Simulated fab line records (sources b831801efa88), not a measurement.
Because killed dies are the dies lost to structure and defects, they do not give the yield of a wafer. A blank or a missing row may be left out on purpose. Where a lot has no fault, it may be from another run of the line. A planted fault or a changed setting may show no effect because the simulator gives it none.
8D (eight disciplines) problem report, filled in by code | flow sky130 | the parts of the form that need people (team, actions taken, sign-off) are left out

== 1. PROBLEM STATEMENT ==
beam energy keV at SKY_VT_ADJUST_LVTN_IMPLANT_08 reads a mean of 31.406 on 6 wafers of 2 lots; wafers without a fault read 30.000 with a standard deviation of 0.011. So: +99 or more standard deviations from the usual mean.
The first sign was on wafer L450.1 at day 10 02:24, on implanter-03. Wafers with a number at this step in the record: 39, from 13 lots. The rule behind "out" and "out of limits": a value lying over 4 standard deviations away from the usual mean. Any other wafer with a number is counted as sound.

== 2. WHAT IT IS, AND WHAT IT ISN'T ==
question                    | is                     | is not
which readings at this step | beam energy keV        | beam on s
which lots                  | L450, L454             | L440, L441, L442, L444, L445, L446, L449, L451, L452, L455, L461
which wafers of those lots  | all that have a number | -
read on which tools         | implanter-03           | implanter-01, implanter-02
when                        | from day 10 02:24      | up to then (21 sound wafers); but 12 sound wafers of L451, L452, L455, L461 came after

== 3. THE SUSPECTS, EACH WITH WHAT RULES IT OUT ==
Counting: a tool stays on the suspect list if, at a process step up to the reading, it processed all lots that are out and no sound lot following the first of them.
- implanter-03 at SKY_VT_ADJUST_LVTN_IMPLANT_08: kept. It ran every lot that is out, first L450 (day 10 02:24), and no sound lot after that; its last sound lot up to then is L449 (day 9 19:42). On those wafers its own readings are out: beam energy keV.
Remaining after the count: implanter-03 at SKY_VT_ADJUST_LVTN_IMPLANT_08.

== 4. THE CAUSE (what the simulator had put in) ==
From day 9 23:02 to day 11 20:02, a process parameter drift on implanter-03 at SKY_VT_ADJUST_LVTN_IMPLANT_08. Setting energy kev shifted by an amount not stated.
This tool alone remained once counting was done.

== 5. THE EFFECT CHAIN, in route order ==
Each row: a reading whose mean over the struck wafers that have a number lies more than 3 standard deviations from the usual. Only readings for which the record gives a usual standard deviation are gone through. hours: the time from each lot's start at the first step in this table that gives one to its start at this step, as a median over the lots. sigmas: the change in usual standard deviations.
hours | step                          | reading         | usual  | on struck wafers | change | sigmas
0     | SKY_VT_ADJUST_LVTN_IMPLANT_08 | beam energy keV | 30.000 | 31.406           | +1.406 | +99 or more
Its process steps:
- SKY_VT_ADJUST_LVTN_IMPLANT_08
Later measuring or inspecting steps at which every struck wafer that the step has a row for has a number for every such reading, and none has moved that far: SKY_LI_CONTACT_THK_MEAS_01.

== 6. WHAT WOULD HAVE CAUGHT IT SOONER ==
In this record the first reading out of limits was taken at day 10 02:24, 3 hours after the fault began at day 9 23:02.
